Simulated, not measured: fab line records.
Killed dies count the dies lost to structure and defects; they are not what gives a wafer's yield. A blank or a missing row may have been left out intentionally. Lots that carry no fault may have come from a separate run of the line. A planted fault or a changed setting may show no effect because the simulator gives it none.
Which tool did it? + flow gf180mcu + 13 lots, 39 wafers sampled, at 4 steps of a route of 602

WHAT THE GAUGES SHOWED, per wafer
GF_TOP_METAL_OVL_MEAS_15.
| lot  | measured     | on         | TOP_METAL_OVL (nm) |
|------|--------------|------------|--------------------|
| L444 | day 28 12:32 | overlay-02 | -1.6 -0.4 0.9      |
| L445 | day 28 15:43 | overlay-02 | -2.8 -1.8 -1.8     |
| L446 | day 29 04:29 | overlay-02 | -0.7 -1.3 -1.5     |
| L447 | day 29 07:38 | overlay-02 | 1.7 1.6 -0.6       |
| L448 | day 29 12:46 | overlay-02 | -2.7 0.2 -1.7      |
| L451 | day 30 05:04 | overlay-02 | -1.2 -0.7 -1.2     |
| L458 | day 32 10:55 | overlay-01 | 3.0 2.9 3.0        |
| L459 | day 32 17:17 | overlay-01 | -1.6 -0.4 -0.3     |
| L461 | day 33 02:10 | overlay-02 | 1.4 1.7 -0.2       |
| L462 | day 33 06:53 | overlay-01 | 0.0 1.3 0.8        |
| L463 | day 33 07:28 | overlay-02 | 1.8 0.4 0.3        |
| L466 | day 34 02:48 | overlay-02 | -0.6 -1.8 0.3      |
| L467 | day 34 12:31 | overlay-02 | -1.0 -2.2 -1.5     |

WHICH TOOL RAN EACH LOT (tool, then ch and the chambers of the sampled wafers, then the start)
| lot  | GF_V3_ETCH_16                      | GF_M4_CLEAN_19                  | GF_MIM_SPUTTER_01            |
|------|------------------------------------|---------------------------------|------------------------------|
| L444 | rie_diel-04 ch 2,3, day 22 19:54   | wet_bench-04 ch 0, day 23 21:08 | pvd_sputter-01, day 24 21:37 |
| L445 | rie_diel-02 ch 2,3, day 22 23:46   | wet_bench-04 ch 2, day 24 00:40 | pvd_sputter-01, day 25 01:08 |
| L446 | rie_diel-04 ch 0,2,3, day 23 15:36 | wet_bench-04 ch 0, day 24 15:34 | pvd_sputter-02, day 25 15:33 |
| L447 | rie_diel-04 ch 0,1,3, day 23 18:51 | wet_bench-01 ch 0, day 24 18:38 | pvd_sputter-02, day 25 18:06 |
| L448 | rie_diel-02 ch 2,3, day 23 22:55   | wet_bench-03 ch 2, day 24 23:39 | pvd_sputter-01, day 25 23:23 |
| L451 | rie_diel-04 ch 0,1,3, day 24 20:19 | wet_bench-01 ch 0, day 25 20:09 | pvd_sputter-02, day 26 19:43 |
| L458 | rie_diel-01 ch 0,1,3, day 27 12:04 | wet_bench-01 ch 1, day 28 09:55 | pvd_sputter-03, day 29 07:20 |
| L459 | rie_diel-04 ch 1,2, day 27 18:52   | wet_bench-04 ch 3, day 28 17:58 | pvd_sputter-01, day 29 15:38 |
| L461 | rie_diel-04 ch 0,1,3, day 28 05:31 | wet_bench-03 ch 3, day 29 03:25 | pvd_sputter-01, day 30 00:25 |
| L462 | rie_diel-02 ch 0,1,2, day 28 11:42 | wet_bench-04 ch 0, day 29 09:34 | pvd_sputter-02, day 30 06:56 |
| L463 | rie_diel-01 ch 0,1, day 28 12:43   | wet_bench-04 ch 2, day 29 09:55 | pvd_sputter-01, day 30 07:18 |
| L466 | rie_diel-02 ch 0, day 29 10:49     | wet_bench-03 ch 3, day 30 08:07 | pvd_sputter-01, day 31 05:02 |
| L467 | rie_diel-04 ch 0,1,2, day 30 00:27 | wet_bench-04 ch 0, day 30 20:56 | pvd_sputter-03, day 31 16:55 |
- GF_V3_ETCH_16: etches BARC in N2/H2.
- GF_M4_CLEAN_19: cleans in DIW.
- GF_MIM_SPUTTER_01: material TiN, target thk 30 nm, time 25 s.

WHAT THE TOOLS THEMSELVES READ (means of the sampled wafers that have a number; where no wafer has one, the mark that the record gives instead)
GF_V3_ETCH_16.
| lot  | tool        | drypump_motor_current_A (A) | oes_product_au (a.u.) | throttle_valve_pct (%) |
|------|-------------|-----------------------------|-----------------------|------------------------|
| L444 | rie_diel-04 | 5.3                         | 0.854                 | 13.214                 |
| L445 | rie_diel-02 | 5.1                         | 0.854                 | 13.232                 |
| L446 | rie_diel-04 | 5.8                         | 0.853                 | 13.233                 |
| L447 | rie_diel-04 | 5.7                         | 0.853                 | 13.221                 |
| L448 | rie_diel-02 | 5.1                         | 0.854                 | 13.211                 |
| L451 | rie_diel-04 | 5.7                         | 0.854                 | 13.224                 |
| L458 | rie_diel-01 | 5.6                         | 0.852                 | 13.219                 |
| L459 | rie_diel-04 | 6.3                         | 0.851                 | 13.227                 |
| L461 | rie_diel-04 | 5.7                         | 0.857                 | 13.234                 |
| L462 | rie_diel-02 | 5.2                         | 0.859                 | 13.221                 |
| L463 | rie_diel-01 | 5.5                         | 0.855                 | 13.219                 |
| L466 | rie_diel-02 | 4.9                         | 0.856                 | 13.224                 |
| L467 | rie_diel-04 | 6.3                         | 0.853                 | 13.223                 |

GF_MIM_SPUTTER_01.
| lot  | tool           | throttle_valve_pct (%) |
|------|----------------|------------------------|
| L444 | pvd_sputter-01 | 29.8                   |
| L445 | pvd_sputter-01 | 30.3                   |
| L446 | pvd_sputter-02 | 30.0                   |
| L447 | pvd_sputter-02 | 29.1                   |
| L448 | pvd_sputter-01 | 30.1                   |
| L451 | pvd_sputter-02 | 29.7                   |
| L458 | pvd_sputter-03 | 31.1                   |
| L459 | pvd_sputter-01 | 30.7                   |
| L461 | pvd_sputter-01 | 29.2                   |
| L462 | pvd_sputter-02 | 30.4                   |
| L463 | pvd_sputter-01 | 29.9                   |
| L466 | pvd_sputter-01 | 28.5                   |
| L467 | pvd_sputter-03 | 30.8                   |

THE ANSWER, worked out from the rows above alone
Rule: the usual values come from the lots themselves. The widest of any qualifying gaps counts: lots, ordered by their means at a reading, are off when they make up no more than a third of the lots, leave a main group of 4 or more, and stand apart from it by 3 or more times the standard deviation of that group's means. A main group is skipped when, at the precision printed for the reading in the tables above, its means are all equal. A lot without any number at a reading at which 4 lots or more have one is off too. All remaining lots with rows at the step are treated as sound. Order of review: gauges by route order, followed by the tools' own readings, for which a lot's mean as printed above is used. The first step at which some lot is off is used, and at that step the reading that is off furthest; a lot without a number counts as furthest.
No lot is off at any reading shown: from this, nothing can be told.

WHAT THE SIMULATOR PUT IN
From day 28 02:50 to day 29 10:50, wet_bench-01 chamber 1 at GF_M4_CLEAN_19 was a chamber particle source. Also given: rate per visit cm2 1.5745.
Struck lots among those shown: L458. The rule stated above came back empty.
